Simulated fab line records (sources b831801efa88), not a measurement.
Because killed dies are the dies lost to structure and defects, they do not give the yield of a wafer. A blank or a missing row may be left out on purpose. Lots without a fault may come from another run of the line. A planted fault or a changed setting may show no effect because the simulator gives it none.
Which tool is to blame? :: flow sky130 :: Sampling: 14 lots, 41 wafers, 6 of 708 route steps

WHAT THE GAUGES SHOWED, per wafer
SKY_LDD_HVN_TW_MEAS_10.
lot: L158
measured: day 20 08:53
on: film-metro-02
LDD_HVN_TW: 1435 1431 1432

lot: L160
measured: day 21 04:54
on: film-metro-03
LDD_HVN_TW: 1441 1454 1439

lot: L161
measured: day 21 19:10
on: film-metro-03
LDD_HVN_TW: 1441 1439 1445

lot: L164
measured: day 22 13:09
on: film-metro-03
LDD_HVN_TW: 1442 1438 1436

lot: L169
measured: day 25 08:45
on: film-metro-03
LDD_HVN_TW: 1446 1453

lot: L171
measured: day 25 16:22
on: film-metro-03
LDD_HVN_TW: 1463 1459 1463

lot: L173
measured: day 26 01:01
on: film-metro-04
LDD_HVN_TW: 1442 1434 1450

lot: L175
measured: day 26 19:03
on: film-metro-02
LDD_HVN_TW: 1435 1430 1431

lot: L174
measured: day 26 19:51
on: film-metro-02
LDD_HVN_TW: 1437 1437 1436

lot: L176
measured: day 27 00:46
on: film-metro-04
LDD_HVN_TW: 1441 1453 1460

lot: L177
measured: day 27 07:35
on: film-metro-03
LDD_HVN_TW: 1435 1444 1446

lot: L178
measured: day 27 14:14
on: film-metro-03
LDD_HVN_TW: 1445 1449 1441

lot: L179
measured: day 27 17:33
on: film-metro-03
LDD_HVN_TW: 1439 1443 1433

lot: L180
measured: day 28 08:56
on: film-metro-04
LDD_HVN_TW: 1459 1451 1455

SKY_SD_N_RS_MEAS_16: measurement is done with a four-point probe.
lot: L158
measured: day 27 22:17
on: film-metro-03
SD_N_RS (ohm/sq): 68.46 68.56 68.65

lot: L160
measured: day 28 18:27
on: film-metro-04
SD_N_RS (ohm/sq): 68.46 68.56 68.46

lot: L161
measured: day 29 06:39
on: film-metro-04
SD_N_RS (ohm/sq): 72.33 72.29 72.30

lot: L164
measured: day 30 00:48
on: film-metro-02
SD_N_RS (ohm/sq): 72.17 72.10 72.19

lot: L169
measured: day 32 12:47
on: film-metro-03
SD_N_RS (ohm/sq): 68.62 68.36

lot: L171
measured: day 32 20:02
on: film-metro-04
SD_N_RS (ohm/sq): 68.64 68.55 68.49

lot: L173
measured: day 33 02:07
on: film-metro-04
SD_N_RS (ohm/sq): 68.50 68.59 68.64

lot: L175
measured: day 33 19:47
on: film-metro-04
SD_N_RS (ohm/sq): 68.77 68.59 68.70

lot: L174
measured: day 33 21:00
on: film-metro-02
SD_N_RS (ohm/sq): 68.47 68.42 68.48

lot: L176
measured: day 34 01:47
on: film-metro-02
SD_N_RS (ohm/sq): 68.34 68.41 68.30

lot: L177
measured: day 34 08:01
on: film-metro-03
SD_N_RS (ohm/sq): 68.48 68.62 68.58

lot: L178
measured: day 34 13:22
on: film-metro-03
SD_N_RS (ohm/sq): 68.49 68.45 68.57

lot: L179
measured: day 34 17:44
on: film-metro-03
SD_N_RS (ohm/sq): 68.55 68.74 68.67

lot: L180
measured: day 35 06:55
on: film-metro-04
SD_N_RS (ohm/sq): 68.57 68.52 68.61

SKY_SD_N_RS_MEAS_17: measurement is done with a four-point probe.
lot: L158
measured: day 27 22:25
on: film-metro-03
SD_P_RS (ohm/sq): 146.8 147.1 147.3

lot: L160
measured: day 28 18:34
on: film-metro-04
SD_P_RS (ohm/sq): 146.8 147.0 146.9

lot: L161
measured: day 29 06:46
on: film-metro-04
SD_P_RS (ohm/sq): 168.9 168.7 168.3

lot: L164
measured: day 30 00:55
on: film-metro-02
SD_P_RS (ohm/sq): 169.0 168.5 168.8

lot: L169
measured: day 32 12:55
on: film-metro-03
SD_P_RS (ohm/sq): 147.1 147.0

lot: L171
measured: day 32 20:09
on: film-metro-04
SD_P_RS (ohm/sq): 147.3 146.6 147.3

lot: L173
measured: day 33 02:14
on: film-metro-04
SD_P_RS (ohm/sq): 146.8 147.3 146.9

lot: L175
measured: day 33 19:54
on: film-metro-04
SD_P_RS (ohm/sq): 147.4 147.0 147.1

lot: L174
measured: day 33 21:07
on: film-metro-02
SD_P_RS (ohm/sq): 146.5 146.1 146.6

lot: L176
measured: day 34 01:54
on: film-metro-02
SD_P_RS (ohm/sq): 147.2 146.7 146.8

lot: L177
measured: day 34 08:08
on: film-metro-03
SD_P_RS (ohm/sq): 147.3 147.0 147.3

lot: L178
measured: day 34 13:29
on: film-metro-03
SD_P_RS (ohm/sq): 146.8 146.7 147.0

lot: L179
measured: day 34 17:51
on: film-metro-03
SD_P_RS (ohm/sq): 146.9 147.4 146.8

lot: L180
measured: day 35 07:02
on: film-metro-04
SD_P_RS (ohm/sq): 147.4 147.2 147.3

SKY_SD_N_RS_MEAS_18: measurement is done with a four-point probe.
lot: L158
measured: day 27 22:32
on: film-metro-03
RES_XHIGH_RS (ohm/sq): 333.7 332.3 334.1

lot: L160
measured: day 28 18:41
on: film-metro-04
RES_XHIGH_RS (ohm/sq): 335.0 333.3 334.9

lot: L161
measured: day 29 06:53
on: film-metro-04
RES_XHIGH_RS (ohm/sq): 336.0 335.2 336.4

lot: L164
measured: day 30 01:02
on: film-metro-02
RES_XHIGH_RS (ohm/sq): 333.2 333.1 331.9

lot: L169
measured: day 32 13:02
on: film-metro-03
RES_XHIGH_RS (ohm/sq): 333.6 333.1

lot: L171
measured: day 32 20:16
on: film-metro-04
RES_XHIGH_RS (ohm/sq): 332.2 331.5 331.9

lot: L173
measured: day 33 02:21
on: film-metro-04
RES_XHIGH_RS (ohm/sq): 332.8 332.6 333.1

lot: L175
measured: day 33 20:01
on: film-metro-04
RES_XHIGH_RS (ohm/sq): 333.5 332.1 332.5

lot: L174
measured: day 33 21:14
on: film-metro-02
RES_XHIGH_RS (ohm/sq): 331.7 331.9 330.4

lot: L176
measured: day 34 02:01
on: film-metro-02
RES_XHIGH_RS (ohm/sq): 331.3 332.7 332.4

lot: L177
measured: day 34 08:15
on: film-metro-03
RES_XHIGH_RS (ohm/sq): 332.1 331.3 331.7

lot: L178
measured: day 34 13:37
on: film-metro-03
RES_XHIGH_RS (ohm/sq): 331.0 331.4 332.2

lot: L179
measured: day 34 17:58
on: film-metro-03
RES_XHIGH_RS (ohm/sq): 333.9 334.6 334.5

lot: L180
measured: day 35 07:09
on: film-metro-04
RES_XHIGH_RS (ohm/sq): 334.4 334.8 334.9

SKY_LI_CONTACT_CD_MEAS_12: target cd 170 nm.
lot: L158
measured: day 29 03:10
on: cd-sem-01
cd-nm (nm): 170.0 168.9 168.4

lot: L160
measured: day 29 23:04
on: cd-sem-01
cd-nm (nm): 168.7 168.5 168.2

lot: L161
measured: day 30 10:56
on: cd-sem-02
cd-nm (nm): 168.9 168.5 169.1

lot: L164
measured: day 31 05:40
on: cd-sem-01
cd-nm (nm): 168.1 168.2 168.4

lot: L169
measured: day 33 16:29
on: cd-sem-02
cd-nm (nm): 173.8 171.3

lot: L171
measured: day 33 23:59
on: cd-sem-01
cd-nm (nm): 170.5 169.8 169.7

lot: L173
measured: day 34 05:55
on: cd-sem-02
cd-nm (nm): 169.5 171.0 170.2

lot: L175
measured: day 34 23:19
on: cd-sem-01
cd-nm (nm): 173.4 172.6 172.9

lot: L174
measured: day 35 00:37
on: cd-sem-02
cd-nm (nm): 170.2 168.9 169.0

lot: L176
measured: day 35 05:29
on: cd-sem-02
cd-nm (nm): 168.8 168.4 168.1

lot: L177
measured: day 35 11:52
on: cd-sem-02
cd-nm (nm): 168.8 170.0 169.7

lot: L178
measured: day 35 16:47
on: cd-sem-02
cd-nm (nm): 168.7 169.0 168.2

lot: L179
measured: day 35 20:55
on: cd-sem-01
cd-nm (nm): 168.5 168.0 168.1

lot: L180
measured: day 36 09:14
on: cd-sem-02
cd-nm (nm): 168.6 167.6 168.2

EACH LOT AND THE TOOL THAT RAN IT (in order: tool; ch and the chambers of the sampled wafers; start)
lot: L158
SKY_SD_N_RTA_14: rtp-anneal-01 ch 0, day 27 22:07

lot: L160
SKY_SD_N_RTA_14: rtp-anneal-01 ch 0, day 28 18:16

lot: L161
SKY_SD_N_RTA_14: rtp-anneal-02 ch 0, day 29 06:28

lot: L164
SKY_SD_N_RTA_14: rtp-anneal-02 ch 0, day 30 00:37

lot: L169
SKY_SD_N_RTA_14: rtp-anneal-02 ch 0, day 32 12:35

lot: L171
SKY_SD_N_RTA_14: rtp-anneal-02 ch 0, day 32 19:52

lot: L173
SKY_SD_N_RTA_14: rtp-anneal-02 ch 0, day 33 01:55

lot: L175
SKY_SD_N_RTA_14: rtp-anneal-01 ch 0, day 33 19:37

lot: L174
SKY_SD_N_RTA_14: rtp-anneal-02 ch 0, day 33 20:49

lot: L176
SKY_SD_N_RTA_14: rtp-anneal-01 ch 0, day 34 01:35

lot: L177
SKY_SD_N_RTA_14: rtp-anneal-02 ch 0, day 34 07:50

lot: L178
SKY_SD_N_RTA_14: rtp-anneal-01 ch 0, day 34 13:12

lot: L179
SKY_SD_N_RTA_14: rtp-anneal-02 ch 0, day 34 17:32

lot: L180
SKY_SD_N_RTA_14: rtp-anneal-01 ch 0, day 35 06:44
- SKY_SD_N_RTA_14: time 2 s.

AS READ BY THE TOOLS THEMSELVES (means over the sampled wafers that have a number; for cases with no such wafer, the mark the record gives instead)
SKY_SD_N_RTA_14.
lot: L158
tool: rtp-anneal-01
lamp-power-pct (%): 15.74
wafer_temp_C_max: 1078.3

lot: L160
tool: rtp-anneal-01
lamp-power-pct (%): 15.68
wafer_temp_C_max: 1078.4

lot: L161
tool: rtp-anneal-02
lamp-power-pct (%): 15.05
wafer_temp_C_max: 1052.5

lot: L164
tool: rtp-anneal-02
lamp-power-pct (%): 15.07
wafer_temp_C_max: 1053.2

lot: L169
tool: rtp-anneal-02
lamp-power-pct (%): 15.82
wafer_temp_C_max: 1077.8

lot: L171
tool: rtp-anneal-02
lamp-power-pct (%): 15.72
wafer_temp_C_max: 1077.6

lot: L173
tool: rtp-anneal-02
lamp-power-pct (%): 15.69
wafer_temp_C_max: 1077.1

lot: L175
tool: rtp-anneal-01
lamp-power-pct (%): 15.74
wafer_temp_C_max: 1078.9

lot: L174
tool: rtp-anneal-02
lamp-power-pct (%): 15.72
wafer_temp_C_max: 1077.8

lot: L176
tool: rtp-anneal-01
lamp-power-pct (%): 15.65
wafer_temp_C_max: 1078.8

lot: L177
tool: rtp-anneal-02
lamp-power-pct (%): 15.79
wafer_temp_C_max: 1079.3

lot: L178
tool: rtp-anneal-01
lamp-power-pct (%): 15.75
wafer_temp_C_max: 1078.1

lot: L179
tool: rtp-anneal-02
lamp-power-pct (%): 15.76
wafer_temp_C_max: 1078.5

lot: L180
tool: rtp-anneal-01
lamp-power-pct (%): 15.72
wafer_temp_C_max: 1078.9

THE ANSWER, worked out from the rows above alone
Rule: what is usual is taken from the lots themselves. The widest of any qualifying gaps counts: lots, ordered by their means at a reading, are off when they make up no more than a third of the lots, leave a main group of 4 or more, and stand apart from it by 3 or more times the standard deviation of that group's means. If all means in a main group match to the digits the tables above print for the reading, that group is not used. Also off: a lot with no number at a reading for which 4 or more lots have one. The other lots that the step has rows for count as sound. First the gauges in route order, then the tools' own readings, where a lot's mean is used as printed above. The first step at which some lot is off is used, and at that step the reading that is off furthest; a lot without a number counts as furthest.
Off: at SKY_SD_N_RS_MEAS_16 (SD_N_RS), L161, L164. Mean 68.54 ohm/sq and standard deviation 0.085 in the main group.
If a tool, at a process step before that reading, ran all the lots that are off and no sound lot after the first of them, it fits. Not tried: the gauges at SKY_SD_N_RS_MEAS_16; whatever is off there is also off at SKY_SD_N_RTA_14, on other tools, and gauge error can't account for it. None of those tried fits.

WHAT THE SIMULATOR HAD PUT IN
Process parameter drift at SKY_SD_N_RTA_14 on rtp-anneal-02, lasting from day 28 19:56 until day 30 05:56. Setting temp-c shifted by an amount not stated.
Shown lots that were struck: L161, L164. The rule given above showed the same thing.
